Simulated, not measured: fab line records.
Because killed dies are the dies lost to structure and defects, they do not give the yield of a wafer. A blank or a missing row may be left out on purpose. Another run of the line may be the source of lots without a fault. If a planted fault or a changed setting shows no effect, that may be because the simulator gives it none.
Code-filled problem report in 8D (eight disciplines) form :: flow sky130 :: the parts of the form that need people (team, actions taken, sign-off) are left out

== 1. THE PROBLEM ==
heater-power-total-W at SKY_RES_PROTECT_DEHYDRATE_00 reads a mean of 157.06 W on 6 wafers of 2 lots; wafers without a fault read 160.36 W with a standard deviation of 0.13. That is -25 standard deviations from the usual mean.
The step: time 60 s.
First seen on wafer L743.1, day 15 08:32, on litho-track-01. At this step, 39 wafers from 13 lots have a number in the record. Rule for "out" (also "out of limits"): further than 4 standard deviations from the usual mean. The rest of the wafers with a number are treated as sound.

== 2. WHAT IT IS, WHAT IT ISN'T ==
question: which readings at this step
is: heater-power-total-W, plate-temp-C
is not: -

question: which lots
is: L743, L746
is not: L741, L745, L751, L752, L753, L755, L756, L757, L758, L761, L764

question: which wafers of those lots
is: all that have a number
is not: -

question: read on which tools
is: litho-track-01
is not: litho-track-03, litho-track-04

question: when
is: from day 15 08:32
is not: up to then (3 sound wafers); but 30 sound wafers of L745, L751, L752, L753, L755, L756, L757, L758, L761, L764 came after

== 3. WHAT RULES OUT EACH SUSPECT ==
Counting: a tool at a process step up to the reading stays a suspect if it ran every lot that is out and no sound lot after the first of them.
- litho-track-01 at SKY_RES_PROTECT_DEHYDRATE_00 (time 60 s): ruled out as a lasting fault. Sound lots L751, L753, L758, L761 ran on it after its first lot that is out, L743 (day 15 08:32).
Left after counting: nothing in the record.

== 4. THE CAUSE (what the simulator had put in) ==
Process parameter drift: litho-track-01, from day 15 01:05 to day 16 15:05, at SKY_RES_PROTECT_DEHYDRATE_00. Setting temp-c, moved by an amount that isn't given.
Counting ruled it out, wrongly.

== 5. THE EFFECT CHAIN, in route order ==
Each row: a reading where the mean over the struck wafers with a number is more than 3 standard deviations away from the usual. Readings are gone through only where the record gives a usual standard deviation; hours: the median, over the lots, of the time from a lot's start at the first step in this table giving one to that lot's start at this step; sigmas: the change measured in usual standard deviations.
hours: 0
step: SKY_RES_PROTECT_DEHYDRATE_00
reading: heater-power-total-W
usual: 160.36 W
on struck wafers: 157.06
change: -3.30
sigmas: -25

hours: 0
step: SKY_RES_PROTECT_DEHYDRATE_00
reading: plate-temp-C
usual: 199.97 C
on struck wafers: 196.79
change: -3.18
sigmas: -20
Its process steps:
- SKY_RES_PROTECT_DEHYDRATE_00: time 60 s.
Later measuring or inspecting steps at which every struck wafer that the step has a row for has a number for every such reading, and none has moved that far: SKY_POLY_GATE_THK_MEAS_21.

== 6. HOW IT WOULD HAVE BEEN CAUGHT EARLIER ==
In this record the first reading out of limits was taken at day 15 08:32, 7 hours after the fault began at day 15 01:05.
